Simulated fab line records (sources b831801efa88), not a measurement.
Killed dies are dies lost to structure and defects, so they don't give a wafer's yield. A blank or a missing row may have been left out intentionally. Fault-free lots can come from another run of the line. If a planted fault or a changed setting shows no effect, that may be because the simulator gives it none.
Which tool was responsible? :: flow sky130 :: 9 lots with 27 wafers sampled at 6 steps, on a route of 708 steps

WHAT EACH GAUGE READ, for each wafer
SKY_VIA2_CD_MEAS_12: the cd target is 200 nm.
lot: L127
measured: day 36 18:56
on: cd_sem-01
cd_nm (nm): 198.8 200.8 201.1

lot: L130
measured: day 37 06:26
on: cd_sem-01
cd_nm (nm): 199.0 201.3 200.0

lot: L132
measured: day 38 04:32
on: cd_sem-02
cd_nm (nm): 199.5 197.6 199.0

lot: L134
measured: day 38 15:55
on: cd_sem-02
cd_nm (nm): 198.4 198.6 198.5

lot: L136
measured: day 39 19:35
on: cd_sem-01
cd_nm (nm): 199.3 200.0 199.4

lot: L140
measured: day 40 22:52
on: cd_sem-01
cd_nm (nm): 201.5 201.5 199.0

lot: L142
measured: day 41 08:32
on: cd_sem-01
cd_nm (nm): 199.6 200.0 201.1

lot: L143
measured: day 41 11:32
on: cd_sem-01
cd_nm (nm): 199.6 201.5 201.5

lot: L149
measured: day 43 00:01
on: cd_sem-01
cd_nm (nm): 199.6 199.0 200.1

SKY_CAPM_RS_MEAS_03: measures by four-point-probe.
lot: L127
measured: day 36 20:49
on: film_metro-01
CAPM_TIN_RS (ohm/sq): 7.00 6.86 6.93

lot: L130
measured: day 37 08:20
on: film_metro-04
CAPM_TIN_RS (ohm/sq): 6.85 6.82 6.87

lot: L132
measured: day 38 06:25
on: film_metro-03
CAPM_TIN_RS (ohm/sq): 7.00 6.90 6.86

lot: L134
measured: day 38 17:47
on: film_metro-01
CAPM_TIN_RS (ohm/sq): 6.97 6.93 6.93

lot: L136
measured: day 39 21:28
on: film_metro-04
CAPM_TIN_RS (ohm/sq): 6.92 6.93 6.93

lot: L140
measured: day 41 00:46
on: film_metro-03
CAPM_TIN_RS (ohm/sq): 7.04 6.98 6.94

lot: L142
measured: day 41 10:26
on: film_metro-01
CAPM_TIN_RS (ohm/sq): 7.08 7.08 6.98

lot: L143
measured: day 41 13:32
on: film_metro-03
CAPM_TIN_RS (ohm/sq): 6.96 6.91 7.94

lot: L149
measured: day 43 02:04
on: film_metro-04
CAPM_TIN_RS (ohm/sq): 6.93 6.77 6.76

SKY_CAPM_THK_MEAS_04: measures by xrf.
lot: L127
measured: day 36 20:55
on: film_metro-01
CAPM_TIN_THK (nm): 194.5 198.2 196.6

lot: L130
measured: day 37 08:27
on: film_metro-04
CAPM_TIN_THK (nm): 197.9 199.1 197.8

lot: L132
measured: day 38 06:31
on: film_metro-03
CAPM_TIN_THK (nm): 193.5 196.7 197.5

lot: L134
measured: day 38 17:54
on: film_metro-01
CAPM_TIN_THK (nm): 195.2 196.5 197.0

lot: L136
measured: day 39 21:35
on: film_metro-04
CAPM_TIN_THK (nm): 196.5 195.1 196.4

lot: L140
measured: day 41 00:52
on: film_metro-03
CAPM_TIN_THK (nm): 193.8 194.9 196.8

lot: L142
measured: day 41 10:34
on: film_metro-01
CAPM_TIN_THK (nm): 193.1 192.7 197.0

lot: L143
measured: day 41 13:38
on: film_metro-03
CAPM_TIN_THK (nm): 195.3 196.5 171.9

lot: L149
measured: day 43 02:11
on: film_metro-04
CAPM_TIN_THK (nm): 196.6 200.5 200.3

TOOL THAT RAN EACH LOT (tool first, then ch and the chambers of the sampled wafers, then the start)
lot: L127
SKY_VIA2_ETCH_15: rie_diel-02 ch 1,2, day 36 19:07
SKY_VIA2_CMP_24: cmp-01 ch 0,3, day 36 20:11
SKY_CAPM_SPUTTER_02: pvd_sputter-04, day 36 20:41

lot: L130
SKY_VIA2_ETCH_15: rie_diel-03 ch 0,1, day 37 06:37
SKY_VIA2_CMP_24: cmp-02 ch 1,2, day 37 07:40
SKY_CAPM_SPUTTER_02: pvd_sputter-01, day 37 08:13

lot: L132
SKY_VIA2_ETCH_15: rie_diel-02 ch 0,2, day 38 04:43
SKY_VIA2_CMP_24: cmp-01 ch 0,3, day 38 05:44
SKY_CAPM_SPUTTER_02: pvd_sputter-01, day 38 06:17

lot: L134
SKY_VIA2_ETCH_15: rie_diel-02 ch 0,3, day 38 16:06
SKY_VIA2_CMP_24: cmp-02 ch 1,2,3, day 38 17:08
SKY_CAPM_SPUTTER_02: pvd_sputter-02, day 38 17:40

lot: L136
SKY_VIA2_ETCH_15: rie_diel-02 ch 2,3, day 39 19:46
SKY_VIA2_CMP_24: cmp-01 ch 0,1,2, day 39 20:52
SKY_CAPM_SPUTTER_02: pvd_sputter-02, day 39 21:20

lot: L140
SKY_VIA2_ETCH_15: rie_diel-01 ch 2,3, day 40 23:03
SKY_VIA2_CMP_24: cmp-02 ch 0,1,3, day 41 00:11
SKY_CAPM_SPUTTER_02: pvd_sputter-04, day 41 00:37

lot: L142
SKY_VIA2_ETCH_15: rie_diel-02 ch 2,3, day 41 08:43
SKY_VIA2_CMP_24: cmp-02 ch 0,1,2, day 41 09:53
SKY_CAPM_SPUTTER_02: pvd_sputter-04, day 41 10:20

lot: L143
SKY_VIA2_ETCH_15: rie_diel-03 ch 0,2,3, day 41 11:43
SKY_VIA2_CMP_24: cmp-02 ch 0,1,3, day 41 12:52
SKY_CAPM_SPUTTER_02: pvd_sputter-02, day 41 13:24

lot: L149
SKY_VIA2_ETCH_15: rie_diel-01 ch 1,2,3, day 43 00:12
SKY_VIA2_CMP_24: cmp-01 ch 0,1,3, day 43 01:27
SKY_CAPM_SPUTTER_02: pvd_sputter-01, day 43 01:56
- SKY_VIA2_ETCH_15: etches SiO2 in C4F8/O2/Ar, stops on TiN, target depth 546 nm, time 84 s.
- SKY_VIA2_CMP_24: polishes, stops on SiO2, t overpolish 20 s, target thk 0 nm.
- SKY_CAPM_SPUTTER_02: material TiN, target thk 200 nm, time 166.7 s.

WHAT THE TOOLS THEMSELVES READ (means of the sampled wafers that have a number; where no wafer has one, the mark that the record gives instead)
SKY_VIA2_ETCH_15.
lot: L127
tool: rie_diel-02
bias_w (W): 1199
oes_product_au (a.u.): 0.942
rf_fwd_power_W (W): 1486

lot: L130
tool: rie_diel-03
bias_w (W): 1202
oes_product_au (a.u.): 0.940
rf_fwd_power_W (W): 1494

lot: L132
tool: rie_diel-02
bias_w (W): 1199
oes_product_au (a.u.): 0.934
rf_fwd_power_W (W): 1485

lot: L134
tool: rie_diel-02
bias_w (W): 1196
oes_product_au (a.u.): 0.938
rf_fwd_power_W (W): 1491

lot: L136
tool: rie_diel-02
bias_w (W): 1200
oes_product_au (a.u.): 0.939
rf_fwd_power_W (W): 1481

lot: L140
tool: rie_diel-01
bias_w (W): 1196
oes_product_au (a.u.): 0.934
rf_fwd_power_W (W): 1493

lot: L142
tool: rie_diel-02
bias_w (W): 1199
oes_product_au (a.u.): 0.936
rf_fwd_power_W (W): 1490

lot: L143
tool: rie_diel-03
bias_w (W): 1200
oes_product_au (a.u.): 0.942
rf_fwd_power_W (W): 1486

lot: L149
tool: rie_diel-01
bias_w (W): 1202
oes_product_au (a.u.): 0.937
rf_fwd_power_W (W): 1490

SKY_VIA2_CMP_24.
lot: L127
tool: cmp-01
motor_current_A (A): 12.5
overpolish_run_s (s): 20.000
time_to_endpoint_s (s): 106

lot: L130
tool: cmp-02
motor_current_A (A): 11.0
overpolish_run_s (s): 19.999
time_to_endpoint_s (s): 95

lot: L132
tool: cmp-01
motor_current_A (A): 12.1
overpolish_run_s (s): 19.995
time_to_endpoint_s (s): 101

lot: L134
tool: cmp-02
motor_current_A (A): 10.2
overpolish_run_s (s): 19.999
time_to_endpoint_s (s): 98

lot: L136
tool: cmp-01
motor_current_A (A): 10.5
overpolish_run_s (s): 20.000
time_to_endpoint_s (s): 99

lot: L140
tool: cmp-02
motor_current_A (A): 10.0
overpolish_run_s (s): 20.005
time_to_endpoint_s (s): 100

lot: L142
tool: cmp-02
motor_current_A (A): 10.7
overpolish_run_s (s): 19.999
time_to_endpoint_s (s): 104

lot: L143
tool: cmp-02
motor_current_A (A): 10.2
overpolish_run_s (s): 19.996
time_to_endpoint_s (s): 102

lot: L149
tool: cmp-01
motor_current_A (A): 11.3
overpolish_run_s (s): 19.992
time_to_endpoint_s (s): 101

SKY_CAPM_SPUTTER_02.
lot: L127
tool: pvd_sputter-04
substrate_temp_c (C): 299.97
susceptor_temp_C (C): 299.93
throttle_valve_pct (%): 30.2

lot: L130
tool: pvd_sputter-01
substrate_temp_c (C): 300.12
susceptor_temp_C (C): 300.08
throttle_valve_pct (%): 30.4

lot: L132
tool: pvd_sputter-01
substrate_temp_c (C): 300.04
susceptor_temp_C (C): 299.83
throttle_valve_pct (%): 30.3

lot: L134
tool: pvd_sputter-02
substrate_temp_c (C): 300.10
susceptor_temp_C (C): 299.76
throttle_valve_pct (%): 28.6

lot: L136
tool: pvd_sputter-02
substrate_temp_c (C): 300.13
susceptor_temp_C (C): 300.04
throttle_valve_pct (%): 28.5

lot: L140
tool: pvd_sputter-04
substrate_temp_c (C): 300.08
susceptor_temp_C (C): 299.77
throttle_valve_pct (%): 30.9

lot: L142
tool: pvd_sputter-04
substrate_temp_c (C): 300.27
susceptor_temp_C (C): 299.78
throttle_valve_pct (%): 30.5

lot: L143
tool: pvd_sputter-02
substrate_temp_c (C): 300.01
susceptor_temp_C (C): 299.96
throttle_valve_pct (%): 28.6

lot: L149
tool: pvd_sputter-01
substrate_temp_c (C): 300.00
susceptor_temp_C (C): 299.91
throttle_valve_pct (%): 30.2

THE ANSWER, worked out from the rows above alone
Rule: what is usual is taken from the lots themselves. Put in order of their means at a reading, lots are off if they are a third of the lots or fewer, leave a main group of 4 or more, and stand apart from it by a gap of 3 or more times the standard deviation of the main group's means; of several such gaps the widest counts. A main group is skipped when, at the precision printed for the reading in the tables above, its means are all equal. A lot without any number at a reading at which 4 lots or more have one is off too. Where the step has rows for the other lots, those lots are counted as sound. The gauges are gone through in route order, then the tools' own readings, and for those a lot's mean is taken as printed above. At the first step where some lot is off, the reading lying furthest off is the one used; lots without a number count as furthest.
Off: L143, at SKY_CAPM_RS_MEAS_03 (CAPM_TIN_RS). Mean 6.93 ohm/sq and standard deviation 0.067 in the main group.
If a tool, at a process step before that reading, ran all the lots that are off and no sound lot after the first of them, it fits. Not tried: the gauges at SKY_CAPM_RS_MEAS_03; whatever is off there is also off at SKY_CAPM_SPUTTER_02, on other tools, and gauge error can't account for it. Can't be told from this: 3 tools fit, rie_diel-03 at SKY_VIA2_ETCH_15, cmp-02 at SKY_VIA2_CMP_24, pvd_sputter-02 at SKY_CAPM_SPUTTER_02.

WHAT THE SIMULATOR PUT IN
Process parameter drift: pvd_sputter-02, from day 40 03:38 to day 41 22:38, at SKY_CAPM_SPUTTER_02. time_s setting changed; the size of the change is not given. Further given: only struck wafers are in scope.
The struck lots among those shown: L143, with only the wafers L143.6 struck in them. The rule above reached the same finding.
